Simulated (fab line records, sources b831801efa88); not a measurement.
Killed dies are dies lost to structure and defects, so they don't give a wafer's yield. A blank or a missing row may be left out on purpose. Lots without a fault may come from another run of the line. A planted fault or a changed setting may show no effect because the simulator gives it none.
fab line records | flow sky130
record lots=12 wafers=36 last_day=50
route steps=708 shown LI_CONTACT@362 CONTACT@406
lots that met no fault: from a run of the same line without faults
start_h: hours from the record's first day to the start of the lot's first wafer shown | wait_h: hours since the lot's step before | " the same as in the row above | L1.1+2: a row that stands for several wafers | - no value, or no start given | * or withheld: withheld | < > ~ a bound
route shown NAME@n: a module of which the file shows steps, and the number in the route of the first | usual: mean/standard deviation of fault-free wafers | same: alike in all rows | chamber/n: place in a boat | sites: the reading at each site | _std_site: their standard deviation | _edge_site: outer sites' mean less inner sites' | radius_mm: how far each site lies from the wafer's centre | mask NAME#n: copy n | behind: the tool/chamber that last shaped the wafer | hold: why the lot was held/for how many hours/how that ended | device: the transistor (n, p or np) that didn't switch | end of line: the same wafers' tests at the end of the route | a step without rows: its recipe alone | killed: dies lost to structure and defects at the first sort, not the wafer's yield | map: a wafer's dies, x killed, . not, _ none there
set.NAME: the setting as run; set.NAME@STEP: as run at that earlier step | model.NAME: the simulator's own value behind a step, which no gauge read
steps of the route over a sample of lots; a table a step, a row a wafer
services: from which hour (start_h, from the record's first day; less than 0 if before it) a tool's chamber was out of use, for how many hours, and why
## steps
# step SKY_LI_CONTACT_HDPCVD_00
# recipe material=PSG target_thk_nm=930 sigma_open_frac=0.3 time_s=155 temp_c=600 sih4_flow_sccm=60 pressure_mtorr=6
# usual sih4_flow_sccm=59.99/0.18
# columns lot.wafer tool chamber start_h wait_h sih4_flow_sccm
L627.1 hdpcvd-02 2 662.41 0.0 60.38
L627.3 " 1 " " 59.93
L627.5 " 2 " " 60.11
L628.1 hdpcvd-02 2 678.98 0.0 60.03
L628.5 " 2 " " 60.21
L628.6 " 0 " " 60.06
L630.2 hdpcvd-01 2 685.06 0.0 59.93
L630.3 " 0 " " 60.12
L630.5 " 0 " " 60.21
L632.1 hdpcvd-01 1 702.91 0.0 60.18
L632.4 " 1 " " 60.03
L632.5 " 0 " " 59.95
L633.2 hdpcvd-01 2 710.41 0.0 60.16
L633.3 " 1 " " 60.42
L633.6 " 0 " " 59.83
L634.3 hdpcvd-02 0 722.76 0.0 59.85
L634.5 " 0 " " 59.80
L634.6 " 1 " " 60.21
L637.1 hdpcvd-01 2 750.91 0.0 60.15
L637.3 " 1 " " 60.15
L637.5 " 1 " " 60.25
L640.3 hdpcvd-01 0 761.02 0.0 59.86
L640.4 " 1 " " 59.93
L640.6 " 0 " " 59.78
L644.2 hdpcvd-02 1 790.46 0.0 59.83
L644.3 " 0 " " 59.84
L644.5 " 2 " " 60.04
L646.1 hdpcvd-02 1 809.36 0.0 59.79
L646.5 " 0 " " 60.16
L646.6 " 1 " " 60.10
L647.2 hdpcvd-02 2 818.97 0.0 60.23
L647.4 " 0 " " 60.37
L647.5 " 2 " " 60.04
L649.1 hdpcvd-02 1 827.81 0.0 60.11
L649.4 " 0 " " 60.21
L649.6 " 2 " " 60.04
# step SKY_LI_CONTACT_THK_MEAS_01
# recipe reads=PSG_of_LI_CONTACT_HDPCVD_00
# usual LI_CONTACT_HDPCVD_THK=935/11
# columns lot.wafer tool chamber start_h wait_h LI_CONTACT_HDPCVD_THK[nm]
L627.1 film_metro-03 - 662.52 0.1 930
L627.3 " - " " 937
L627.5 " - " " 928
L628.1 film_metro-02 - 679.13 0.1 934
L628.5 " - " " 932
L628.6 " - " " 938
L630.2 film_metro-04 - 685.17 0.1 931
L630.3 " - " " 934
L630.5 " - " " 933
L632.1 film_metro-03 - 703.01 0.1 927
L632.4 " - " " 922
L632.5 " - " " 933
L633.2 film_metro-03 - 710.52 0.1 930
L633.3 " - " " 946
L633.6 " - " " 942
L634.3 film_metro-02 - 722.88 0.1 939
L634.5 " - " " 940
L634.6 " - " " 940
L637.1 film_metro-03 - 751.01 0.1 923
L637.3 " - " " 942
L637.5 " - " " 935
L640.3 film_metro-04 - 761.14 0.1 939
L640.4 " - " " 1543
L640.6 " - " " 1534
L644.2 film_metro-02 - 790.57 0.1 943
L644.3 " - " " 937
L644.5 " - " " 938
L646.1 film_metro-02 - 809.47 0.1 938
L646.5 " - " " 924
L646.6 " - " " 930
L647.2 film_metro-04 - 819.08 0.1 925
L647.4 " - " " 954
L647.5 " - " " 941
L649.1 film_metro-02 - 827.91 0.1 945
L649.4 " - " " 951
L649.6 " - " " 925
# step SKY_LI_CONTACT_CMP_02
# recipe material=PSG down_force_psi=4 platen_rpm=60 pad_velocity_m_s=0.94248
# usual edge_zone_pressure_frac=1.000/0.0056 motor_current_A=12.7/1.1 time_to_endpoint_s=31/3.4
# columns lot.wafer tool chamber start_h wait_h edge_zone_pressure_frac motor_current_A time_to_endpoint_s
L627.1 cmp-01 2 662.63 0.1 0.998 13.3 31
L627.3 " 0 " " 1.004 11.8 30
L627.5 " 2 " " 0.995 12.7 31
L628.1 cmp-01 0 679.34 0.2 0.996 12.4 33
L628.6 " 1 " " 0.999 12.6 30
L628.5 " 2 " " 0.997 12.9 35
L630.2 cmp-02 2 685.22 0.0 0.994 12.8 28
L630.3 " 3 " " 1.006 11.0 30
L630.5 " 2 " " 0.996 12.4 27
L632.4 cmp-02 0 703.07 0.0 1.000 14.4 33
L632.1 " 1 " " 0.993 12.7 31
L632.5 " 1 " " 0.994 12.1 32
L633.2 cmp-02 1 710.57 0.0 1.007 12.0 32
L633.3 " 3 " " 0.998 10.7 28
L633.6 " 1 " " 1.009 12.4 32
L634.3 cmp-01 1 723.07 0.2 1.001 12.5 30
L634.6 " 2 " " 1.000 13.0 38
L634.5 " 3 " " 0.997 13.4 34
L637.3 cmp-02 2 751.07 0.0 1.010 11.8 28
L637.1 " 3 " " 1.000 10.3 28
L637.5 " 3 " " 0.997 10.5 27
L640.4 cmp-01 3 761.28 0.1 0.999 13.0 93
L640.3 " 0 " " 1.001 12.3 33
L640.6 " 1 " " 0.994 13.7 91
L644.2 cmp-01 3 790.62 0.0 1.002 11.7 32
L644.3 " 2 " " 0.995 13.1 36
L644.5 " 3 " " 0.999 12.9 31
L646.1 cmp-01 1 809.68 0.2 0.996 13.3 28
L646.5 " 2 " " 1.002 12.7 34
L646.6 " 3 " " 1.002 13.5 32
L647.4 cmp-02 0 819.23 0.1 0.993 14.2 39
L647.2 " 1 " " 0.989 12.8 30
L647.5 " 3 " " 0.993 10.5 28
L649.1 cmp-02 2 827.97 0.1 1.006 12.3 31
L649.4 " 1 " " 1.001 12.9 34
L649.6 " 2 " " 1.001 13.2 27
# step SKY_LI_CONTACT_CD_MEAS_12
# recipe target_cd_nm=170
# usual cd_nm=170.1/1.4
# columns lot.wafer tool chamber start_h wait_h cd_nm
L627.1 cd_sem-02 - 690.39 - 169.8
L627.3 " - " " 168.4
L627.5 " - " " 169.7
L628.1 cd_sem-02 - 708.24 - 171.2
L628.5 " - " " 170.5
L628.6 " - " " 168.3
L630.2 cd_sem-02 - 713.86 - 169.1
L630.3 " - " " 171.5
L630.5 " - " " 169.8
L632.1 cd_sem-01 - 731.14 - 169.6
L632.4 " - " " 169.8
L632.5 " - " " 169.2
L633.2 cd_sem-02 - 738.81 - 170.6
L633.3 " - " " 168.5
L633.6 " - " " 169.0
L634.3 cd_sem-01 - 750.70 - 170.0
L634.5 " - " " 170.4
L634.6 " - " " 170.7
L637.1 cd_sem-01 - 778.84 - 169.6
L637.3 " - " " 170.0
L637.5 " - " " 170.6
L640.3 cd_sem-02 - 788.70 - 172.0
L640.4 " - " " 172.5
L640.6 " - " " 171.6
L644.2 cd_sem-02 - 818.13 - 172.2
L644.3 " - " " 171.7
L644.5 " - " " 169.6
L646.1 cd_sem-02 - 837.11 - 168.6
L646.5 " - " " 169.0
L646.6 " - " " 168.8
L647.2 cd_sem-01 - 846.41 - 170.3
L647.4 " - " " 171.3
L647.5 " - " " 170.8
L649.1 cd_sem-02 - 854.59 - 170.2
L649.4 " - " " 170.2
L649.6 " - " " 169.0
# step SKY_LI_CONTACT_RS_MEAS_22
# recipe thk_meas_gauge=four-point-probe reads=W_of_LI_CONTACT_CVD_21+TiN_of_LI_CONTACT_SPUTTER_20+Ti_of_LI_CONTACT_SPUTTER_19
# usual LI_CONTACT_W_RS=0.284/0.0035
# columns lot.wafer tool chamber start_h wait_h LI_CONTACT_W_RS[ohm/sq]
L627.1 film_metro-04 - 691.23 0.1 0.287
L627.3 " - " " 0.279
L627.5 " - " " 0.284
L628.1 film_metro-04 - 709.08 0.1 0.282
L628.5 " - " " 0.282
L628.6 " - " " 0.285
L630.2 film_metro-04 - 714.70 0.1 0.279
L630.3 " - " " 0.283
L630.5 " - " " 0.285
L632.1 film_metro-02 - 731.98 0.1 0.285
L632.4 " - " " 0.283
L632.5 " - " " 0.285
L633.2 film_metro-04 - 739.65 0.1 0.290
L633.3 " - " " 0.287
L633.6 " - " " 0.286
L634.3 film_metro-03 - 751.54 0.1 0.288
L634.5 " - " " 0.278
L634.6 " - " " 0.286
L637.1 film_metro-03 - 779.68 0.1 0.288
L637.3 " - " " 0.286
L637.5 " - " " 0.285
L640.3 film_metro-03 - 789.54 0.1 0.287
L640.4 " - " " 0.293
L640.6 " - " " 0.293
L644.2 film_metro-03 - 819.03 0.1 0.276
L644.3 " - " " 0.279
L644.5 " - " " 0.281
L646.1 film_metro-03 - 837.95 0.1 0.282
L646.5 " - " " 0.282
L646.6 " - " " 0.279
L647.2 film_metro-03 - 847.25 0.1 0.281
L647.4 " - " " 0.276
L647.5 " - " " 0.280
L649.1 film_metro-04 - 855.43 0.1 0.283
L649.4 " - " " 0.280
L649.6 " - " " 0.285
# step SKY_CONTACT_CVD_00
# recipe material=Si3N4 target_thk_nm=75 temp_c=400 time_s=withheld rf_w=450
# usual heater_power_w=694/76
# columns lot.wafer tool chamber start_h wait_h heater_power_w
L627.1 pecvd-01 2 720.81 0.0 563
L627.3 " 0 " " 743
L627.5 " 1 " " 746
L628.1 pecvd-03 2 738.56 0.0 591
L628.5 " 1 " " 793
L628.6 " 2 " " 596
L630.2 pecvd-03 0 743.76 0.0 678
L630.3 " 1 " " 699
L630.5 " 2 " " 608
L632.1 pecvd-01 1 759.87 0.0 696
L632.4 " 0 " " 727
L632.5 " 1 " " 727
L633.2 pecvd-01 1 768.66 0.0 757
L633.3 " 2 " " 565
L633.6 " 1 " " 756
L634.3 pecvd-01 1 779.10 0.0 737
L634.5 " 2 " " 533
L634.6 " 1 " " 734
L637.1 pecvd-04 2 808.43 0.0 799
L637.3 " 1 " " 754
L637.5 " 0 " " 747
L640.3 pecvd-03 1 817.82 0.0 798
L640.4 " 0 " " 791
L640.6 " 2 " " 644
L644.2 pecvd-01 0 847.61 0.0 637
L644.3 " 2 " " 555
L644.5 " 1 " " 792
L646.1 pecvd-04 0 865.23 0.0 639
L646.5 " 1 " " 652
L646.6 " 2 " " 623
L647.2 pecvd-04 1 875.01 0.0 795
L647.4 " 1 " " 767
L647.5 " 2 " " 652
L649.1 pecvd-04 0 882.98 0.0 655
L649.4 " 0 " " 658
L649.6 " 2 " " 732
## services
# columns tool chamber start_h hours kind
cmp-02 - 641.09 5.5 pm
hdpcvd-01 - 650.75 15.0 pm
pecvd-04 2 661.17 20.2 repair
hdpcvd-02 1 665.54 19.2 repair
cmp-02 - 735.17 1.9 repair
cmp-01 - 736.00 1.0 repair
cmp-01 - 744.33 4.0 pm
cmp-01 - 748.33 7.8 pm
hdpcvd-01 1 751.94 7.6 repair
hdpcvd-02 - 787.25 1.0 repair
hdpcvd-01 1 792.76 5.7 repair
hdpcvd-02 2 809.83 1.9 repair
hdpcvd-02 - 830.60 0.8 repair
cmp-01 - 837.09 6.3 pm
cmp-02 - 839.33 0.5 repair
hdpcvd-02 - 842.46 1.6 repair
hdpcvd-02 0 842.65 4.0 repair
hdpcvd-01 2 846.51 11.7 repair
cmp-01 - 846.65 2.5 repair
cmp-01 - 851.60 1.3 repair
cmp-02 - 866.45 0.8 repair
cmp-02 - 870.16 0.2 repair
hdpcvd-02 2 870.37 4.2 repair
pecvd-01 - 880.24 13.8 repair
## key
first_sign step=SKY_LI_CONTACT_THK_MEAS_01 reading=LI_CONTACT_HDPCVD_THK direction=up sigmas=56 usual=935 struck=1539
effect step=SKY_LI_CONTACT_CMP_02 reading=time_to_endpoint_s direction=up sigmas=18 usual=* struck=*
met_at SKY_LI_CONTACT_HDPCVD_00
struck_lots L640
struck_wafers L640.4,L640.6
tester_left_out L640
not_acting_at SKY_LI_CONTACT_CD_MEAS_12,SKY_LI_CONTACT_RS_MEAS_22,SKY_CONTACT_CVD_00
onset_between 750.91 761.02
fault kind=process_parameter_drift tool=hdpcvd-01 chamber=- onset_h=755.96 steps=SKY_LI_CONTACT_HDPCVD_00 channel=target_thk_nm offset=603.78 shape=step end_h=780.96 scope=struck_wafers_only acts_in=these_recipes_only stated=930
# tester_left_out: of these lots the tester's yield and bins aren't shown, on N5 and GAA mostly nor the transistor test; their killed dies are dies lost to structure and defects alone, not to doping, threshold or leakage, so they don't give the yield
